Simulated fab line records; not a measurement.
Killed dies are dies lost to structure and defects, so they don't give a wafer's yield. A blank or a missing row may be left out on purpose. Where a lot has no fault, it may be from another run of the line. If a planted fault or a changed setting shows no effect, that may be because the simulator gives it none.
Which tool did it?	flow gf180mcu	Sampling: 24 lots, 72 wafers, 6 of 602 route steps

WHAT EACH GAUGE READ, for each wafer
GF_V1_RS_MEAS_24: the measuring method here is four-point-probe. Usual: for V1_W_RS the level is 0.329 ohm/sq and the standard deviation is 0.0043.
lot	measured	on	V1_W_RS (ohm/sq)	flag
L074	day 17 22:49	film_metro-03	0.329 0.331 0.327	
L075	day 18 06:00	film_metro-01	0.327 0.339 0.330	
L076	day 18 17:33	film_metro-03	0.326 0.326 0.327	
L077	day 19 02:13	film_metro-03	0.327 0.339 0.331	
L078	day 19 18:21	film_metro-01	0.330 0.326 0.328	
L079	day 20 02:47	film_metro-01	0.320 0.322 0.324	
L080	day 20 10:46	film_metro-01	0.325 0.324 0.329	
L081	day 20 18:49	film_metro-02	0.327 0.324 0.324	
L082	day 21 02:03	film_metro-01	0.325 0.323 0.322	
L083	day 21 11:30	film_metro-02	0.326 0.329 0.333	
L084	day 21 19:13	film_metro-01	0.325 0.326 0.322	
L085	day 22 10:52	film_metro-03	0.330 0.332 0.330	
L086	day 22 14:33	film_metro-03	0.330 0.334 0.336	
L087	day 22 19:58	film_metro-02	0.323 0.327 0.328	
L088	day 23 09:44	film_metro-01	0.336 0.332 0.335	
L090	day 24 01:14	film_metro-02	0.329 0.328 0.328	
L089	day 24 02:28	film_metro-02	0.337 0.339 0.333	
L091	day 24 15:33	film_metro-02	0.322 0.325 0.328	
L092	day 24 18:20	film_metro-03	0.330 0.325 0.326	
L093	day 24 23:20	film_metro-01	0.328 0.334 0.335	
L094	day 25 08:51	film_metro-03	0.322 0.325 0.327	
L095	day 25 10:14	film_metro-02	0.323 0.333 0.320	
L096	day 25 23:01	film_metro-01	0.325 0.327 0.331	
L097	day 26 01:43	film_metro-01	0.332 0.329 0.325	

GF_V2_OVL_MEAS_15. Usual: for V2_OVL the level is 1 nm and the standard deviation is 5.2.
lot	measured	on	V2_OVL (nm)	flag
L074	day 20 01:31	overlay-01	10 4 6	
L075	day 20 07:54	overlay-01	0 -6 -7	
L076	day 20 19:00	overlay-01	2 7 -2	
L077	day 21 05:07	overlay-01	2 2 5	
L078	day 21 20:10	overlay-02	-6 -7 -5	
L079	day 22 03:56	overlay-01	1 2 5	
L080	day 22 11:52	overlay-02	2 3 -3	
L081	day 22 19:39	overlay-01	-2 -5 -5	
L082	day 23 03:44	overlay-01	2 2 -5	
L083	day 23 11:56	overlay-01	-1 -1 -11	
L084	day 23 20:54	overlay-01	0 13 4	
L085	day 24 09:44	overlay-02	5 -1 0	
L086	day 24 14:08	overlay-01	5 2 2	
L087	day 24 19:08	overlay-02	0 3 -3	
L088	day 25 07:49	overlay-02	1 -3 8	
L090	day 26 00:08	overlay-02	-1 -3 0	
L089	day 26 00:28	overlay-01	-3 -2 -3	
L091	day 26 12:40	overlay-02	6 2 4	
L092	day 26 15:11	overlay-01	-7 -3 1	
L093	day 26 22:28	overlay-01	-2 -3 -1	
L094	day 27 05:26	overlay-01	-2 4 -1	
L095	day 27 05:55	overlay-02	-5 1 1	
L096	day 27 18:38	overlay-02	11 13 8	
L097	day 27 21:05	overlay-02	-8 2 -1	

GF_V3_THK_MEAS_03. Usual: for V3_CVD_02_THK the level is 848 nm and the standard deviation is 13.
lot	measured	on	V3_CVD_02_THK (nm)	flag
L074	day 21 04:10	film_metro-03	859 874 868	
L075	day 21 10:33	film_metro-03	837 836 848	
L076	day 21 21:15	film_metro-01	834 871 859	
L077	day 22 07:11	film_metro-02	831 841 825	
L078	day 22 22:17	film_metro-01	837 859 855	
L079	day 23 05:59	film_metro-01	858 857 874	
L080	day 23 13:50	film_metro-02	845 837 855	
L081	day 23 21:10	film_metro-03	839 860 867	
L082	day 24 05:33	film_metro-03	865 843 865	
L083	day 24 13:07	film_metro-02	827 843 829	
L084	day 24 21:23	film_metro-02	843 864 851	
L085	day 25 09:12	film_metro-02	853 863 860	
L086	day 25 14:55	film_metro-01	832 847 849	
L087	day 25 22:25	film_metro-02	844 862 846	
L088	day 26 07:22	film_metro-03	844 847 861	
L090	day 27 00:01	film_metro-02	830 830 845	
L089	day 27 00:16	film_metro-01	833 848 858	
L091	day 27 12:02	film_metro-01	823 824 852	
L092	day 27 14:04	film_metro-01	830 815 848	
L093	day 27 21:38	film_metro-03	847 856 856	
L094	day 28 04:46	film_metro-01	829 829 856	
L095	day 28 05:12	film_metro-02	840 832 857	
L096	day 28 17:04	film_metro-02	830 833 840	
L097	day 28 18:59	film_metro-03	850 866 866	

GF_V4_OVL_MEAS_15. Usual: for V4_OVL the level is 2 nm and the standard deviation is 5.3.
lot	measured	on	V4_OVL (nm)	flag
L074	day 24 04:32	overlay-02	10 8 10	
L075	day 24 10:31	overlay-02	4 2 -2	
L076	day 24 20:46	overlay-02	0 1 -8	
L077	day 25 06:03	overlay-02	-1 -1 5	
L078	day 25 22:47	overlay-02	4 0 9	
L079	day 26 02:41	overlay-01	5 4 11	
L080	day 26 09:50	overlay-02	6 8 9	
L081	day 26 21:23	overlay-02	-3 -7 -7	
L082	day 27 01:43	overlay-02	12 5 1	
L083	day 27 06:37	overlay-02	6 0 1	
L084	day 27 19:20	overlay-01	5 2 -1	
L085	day 28 03:43	overlay-01	-4 5 3	
L086	day 28 07:19	overlay-02	-1 1 -3	
L087	day 28 14:10	overlay-02	-7 4 -1	
L088	day 28 22:40	overlay-02	0 -1 0	
L090	day 30 04:14	overlay-02	-3 4 5	
L089	day 29 14:50	overlay-02	-4 4 -6	
L091	day 30 02:00	overlay-01	-4 3 2	
L092	day 30 03:26	overlay-02	6 2 8	
L093	day 30 10:41	overlay-01	2 0 13	
L094	day 30 17:11	overlay-01	-6 -3 -4	
L095	day 30 17:53	overlay-02	6 -2 -2	
L096	day 31 03:17	overlay-01	-4 6 6	
L097	day 31 05:29	overlay-01	3 4 0	

GF_MIM_RS_MEAS_10: the measuring method here is four-point-probe. Usual: for MIM_ALCU_RS the level is 0.1578 ohm/sq and the standard deviation is 0.0018.
lot	measured	on	MIM_ALCU_RS (ohm/sq)	flag
L074	day 24 06:35	film_metro-04	0.1591 0.1586 0.1596	
L075	day 24 12:22	film_metro-02	0.1554 0.1559 0.1561	
L076	day 25 02:05	film_metro-02	0.1591 0.1616 0.1608	
L077	day 25 07:52	film_metro-02	0.1585 0.1575 0.1582	
L078	day 26 00:37	film_metro-04	0.1559 0.1560 0.1590	
L079	day 26 04:31	film_metro-03	0.1539 0.1590 0.1536	
L080	day 26 11:39	film_metro-04	0.1563 0.1597 0.1557	
L081	day 26 23:12	film_metro-02	0.1562 0.1562 0.1573	
L082	day 27 03:32	film_metro-04	0.1597 0.1575 0.1601	
L083	day 27 08:25	film_metro-04	0.1567 0.1541 0.1555	
L084	day 27 21:22	film_metro-03	0.1557 0.1589 0.1554	
L085	day 28 05:34	film_metro-04	0.1594 0.1594 0.1586	
L086	day 28 09:19	film_metro-04	0.1593 0.1596 0.1589	
L087	day 28 16:00	film_metro-03	0.1567 0.1561 0.1551	
L088	day 29 00:29	film_metro-04	0.1569 0.1535 0.1555	
L090	day 30 06:02	film_metro-03	0.1590 0.1571 0.1591	
L089	day 29 16:38	film_metro-04	0.1603 0.1587 0.1601	
L091	day 30 03:49	film_metro-04	0.1600 0.1578 0.1587	
L092	day 30 05:14	film_metro-04	0.1607 0.1596 0.1590	
L093	day 30 12:29	film_metro-03	0.1579 0.1561 0.1577	
L094	day 30 19:00	film_metro-04	0.1560 0.1570 0.1580	
L095	day 30 19:54	film_metro-03	0.1544 0.1596 0.1566	
L096	day 31 05:08	film_metro-02	0.1601 0.1573 0.1582	
L097	day 31 07:18	film_metro-04	0.1588 0.1587 0.1571	

EACH LOT AND THE TOOL THAT RAN IT (in order: tool; ch and the chambers of the sampled wafers; start)
lot	GF_V4_ETCH_16
L074	rie_diel-02 ch 1,2,3, day 24 04:34
L075	rie_diel-01 ch 0,1,3, day 24 10:33
L076	rie_diel-01 ch 1,3, day 24 20:48
L077	rie_diel-03 ch 0,2, day 25 06:05
L078	rie_diel-03 ch 1,2, day 25 22:49
L079	rie_diel-02 ch 1,3, day 26 02:44
L080	rie_diel-02 ch 1,2,3, day 26 09:52
L081	rie_diel-02 ch 0,1,2, day 26 21:26
L082	rie_diel-01 ch 1,3, day 27 01:45
L083	rie_diel-03 ch 0,1,2, day 27 06:39
L084	rie_diel-02 ch 1,3, day 27 19:22
L085	rie_diel-01 ch 1,2, day 28 03:45
L086	rie_diel-02 ch 0,3, day 28 07:21
L087	rie_diel-01 ch 1,2,3, day 28 14:12
L088	rie_diel-01 ch 1,2,3, day 28 22:42
L090	rie_diel-03 ch 1,2,3, day 30 04:17
L089	rie_diel-02 ch 0,1,3, day 29 14:52
L091	rie_diel-01 ch 0,2,3, day 30 02:02
L092	rie_diel-02 ch 1,3, day 30 03:28
L093	rie_diel-01 ch 0,3, day 30 10:43
L094	rie_diel-02 ch 0,1,3, day 30 17:13
L095	rie_diel-03 ch 0,2,3, day 30 17:55
L096	rie_diel-03 ch 0,1, day 31 03:20
L097	rie_diel-02 ch 0,2,3, day 31 05:32
- GF_V4_ETCH_16: etches BARC in N2/H2.

AS READ BY THE TOOLS THEMSELVES (means over the sampled wafers that have a number; for cases with no such wafer, the mark the record gives instead)
GF_V4_ETCH_16. Usual: drypump_motor_current_A 5.6 A, standard deviation 0.42; h2_flow_sccm 200.0 sccm, standard deviation 0.6; oes_product_au 0.855 a.u., standard deviation 0.0047; throttle_valve_pct 13.225 %, standard deviation 0.0092.
lot	tool	drypump_motor_current_A (A)	h2_flow_sccm (sccm)	oes_product_au (a.u.)	throttle_valve_pct (%)	flag
L074	rie_diel-02	5.6	200.2	0.853	13.222	
L075	rie_diel-01	5.8	200.1	0.855	13.225	
L076	rie_diel-01	5.6	199.9	0.856	13.223	
L077	rie_diel-03	5.8	200.1	0.854	13.225	
L078	rie_diel-03	5.7	199.4	0.851	13.227	
L079	rie_diel-02	5.8	200.1	0.857	13.223	
L080	rie_diel-02	5.6	200.6	0.851	13.226	
L081	rie_diel-02	5.2	200.1	0.860	13.228	
L082	rie_diel-01	5.5	199.2	0.852	13.225	
L083	rie_diel-03	5.8	200.0	0.854	13.224	
L084	rie_diel-02	5.6	201.1	0.851	13.229	
L085	rie_diel-01	5.4	199.6	0.860	13.234	
L086	rie_diel-02	5.6	200.0	0.852	13.221	
L087	rie_diel-01	5.6	200.2	0.855	13.226	
L088	rie_diel-01	5.6	200.1	0.859	13.215	
L090	rie_diel-03	5.6	199.5	0.854	13.227	
L089	rie_diel-02	5.4	199.7	0.860	13.229	
L091	rie_diel-01	5.8	200.3	0.854	13.232	
L092	rie_diel-02	5.6	200.4	0.855	13.222	
L093	rie_diel-01	5.9	199.9	0.857	13.228	
L094	rie_diel-02	5.4	200.1	0.864	13.221	
L095	rie_diel-03	5.7	200.0	0.854	13.223	
L096	rie_diel-03	6.0	199.9	0.859	13.224	
L097	rie_diel-02	5.4	199.6	0.856	13.223	

THE ANSWER, worked out from the rows above alone
Rule: lot off if the mean of its wafers having a number is beyond 3 standard deviations from the usual mean. Also off: a lot with no number at a reading for which 4 or more lots have one. All remaining lots with rows at the step are treated as sound. After the gauges, taken in route order, come the tools' own readings; for these a lot's mean is taken, as printed above. The first step at which some lot is off is used, and at that step the reading that is off furthest; a lot without a number counts as furthest.
None of the lots is off at any reading shown; this tells nothing.

WHAT THE SIMULATOR HAD INSERTED
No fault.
